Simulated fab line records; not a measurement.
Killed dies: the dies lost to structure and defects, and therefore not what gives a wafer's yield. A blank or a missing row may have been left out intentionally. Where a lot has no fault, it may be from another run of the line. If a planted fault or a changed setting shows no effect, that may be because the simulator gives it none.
Comparing a struck lot with a sound one | flow gf180mcu | 20 steps out of a route of 602
Sound: these wafers, L509.1, L509.3, L509.6. Wafers L519.1, L519.2, L519.3 were the ones struck. The cause comes at the end.
Per side, at each step with rows, come the tool, then ch with its chambers, and then its first start. Under that, the readings that differ: sound wafers | struck wafers | difference of the means | sigmas: that difference in standard deviations of wafers without a fault.
alike: readings with means less than 2 such deviations apart, plus words and numbers identical on both sides. not compared: withheld readings, readings lacking a value on some wafer, bounds such as >300 that could conceal the same value, and numbers that have no deviation in the record and whose values overlap.
Wherever a step has rows on one side only, a row that says differs or no value, or a row with sigmas, the two part there. Numbers that don't overlap but have no deviation are shown without sigmas and don't part them. A reading that every wafer of one side lacks parts them only if that side has two wafers or more.

first, 4 steps without rows for these wafers: GF_DNWELL_EXPOSE_04 (exposes mask DNWELL, target cd 1700 nm); GF_DNWELL_PEB_05; GF_DNWELL_DEVELOP_06 (develop time 60 s); GF_DNWELL_IMPLANT_07.
GF_DNWELL_STRIP_08: strips in O2/N2.
  sound on plasma asher-04 ch 0,1, day 5 04:35; struck on plasma asher-03 ch 0,1, day 6 22:54
  alike: chamber pressure mTorr, drypump motor current A, heater power w, oes product au, strip time to endpoint s
  not compared: rf hours counter h
GF_DNWELL_TW_MEAS_09:
  sound on film metro-03 at day 5 04:41; struck on film metro-02 at day 6 23:00
  alike: DNWELL_TW
then, 6 steps without rows for these wafers: GF_NWELL_DEHYDRATE_00 (time 60 s); GF_NWELL_HMDS_01 (prime time 60 s); GF_NWELL_COAT_02 (resist thk 3000 nm); GF_NWELL_SOFTBAKE_03; GF_NWELL_EXPOSE_04 (exposes mask Nwell, target cd 860 nm); GF_NWELL_PEB_05.
GF_NWELL_DEVELOP_06: develop time 60 s.
  sound on litho track-01 ch 0, day 5 18:00; struck on litho track-01 ch 0, day 7 14:00
GF_NWELL_OVL_MEAS_07:
  sound on overlay-01 at day 5 18:35; struck on overlay-02 at day 7 14:35
  reading        | sound          | struck | difference                    | sigmas
  NWELL_OVL (nm) | -1.3 -2.6 -1.8 | - - -  | no value on the struck wafers |
then, 2 steps without rows for these wafers: GF_NWELL_IMPLANT_08; GF_NWELL_IMPLANT_09.
GF_NWELL_STRIP_10: strips in O2/N2.
  sound on plasma asher-01 ch 0,1, day 5 18:55; struck on plasma asher-02 ch 0,1, day 7 14:55
  alike: chamber pressure mTorr, drypump motor current A, heater power w, oes product au, strip time to endpoint s
  not compared: rf hours counter h
GF_NWELL_TW_MEAS_11:
  sound on film metro-01 at day 5 19:01; struck on film metro-02 at day 7 15:01
  reading  | sound          | struck         | difference | sigmas
  NWELL_TW | 1578 1572 1562 | 1463 1467 1466 | -105       | -7
then, 1 step without rows for these wafers: GF_LVPWELL_DEHYDRATE_00 (time 60 s).
-- the record jumps here: 27 days lie between the struck wafers' starts before and after (it left off in module LVPWELL and takes up again in module PASSIVATION, whose first step shown is number 602 of the route) --
GF_PASSIVATION_PROBE_99:
  sound on prober-02 at day 32 06:04; struck on prober-02 at day 34 10:19
  reading                                 | sound                         | struck                        | difference | sigmas
  model.etest.nwell.line ohm um           | 1195 1232 1180                | 4.209e+04 7.476e+04 5.771e+04 | +5.698e+04 |
  model.etest.nwell.rs ohm sq             | 1023 1061 1032                | 2.522e+04 4.545e+04 3.462e+04 | +3.406e+04 |
  model.etest.pldd_6p0.line ohm um        | 6527 6504 6527                | 7399 7679 7653                | +1058      |
  model.etest.nwell.rs ohm sq range       | 20.67 32.78 14.59             | 623.3 1315 1018               | +962.8     |
  model.etest.pwell in dnwell.line ohm um | 4034 4165 3994                | 3514 3775 3646                | -419       |
  model.etest.ldpmos_10p0.r on ohm um     | 1.127e+04 1.132e+04 1.125e+04 | 1.15e+04 1.174e+04 1.148e+04  | +2.93e+02  |
  model.etest.pmos_6p0.r on ohm um        | 6534 6467 6485                | 6919 6985 6895                | +438       |
  model.etest.pldd_6p0.rs ohm sq          | 1946 1959 1974                | 2288 2287 2293                | +330       |

WHERE THEY PART
Earliest at GF_NWELL_OVL_MEAS_07; latest, in this record, at GF_NWELL_TW_MEAS_11.

WHY: what had been put in by the simulator
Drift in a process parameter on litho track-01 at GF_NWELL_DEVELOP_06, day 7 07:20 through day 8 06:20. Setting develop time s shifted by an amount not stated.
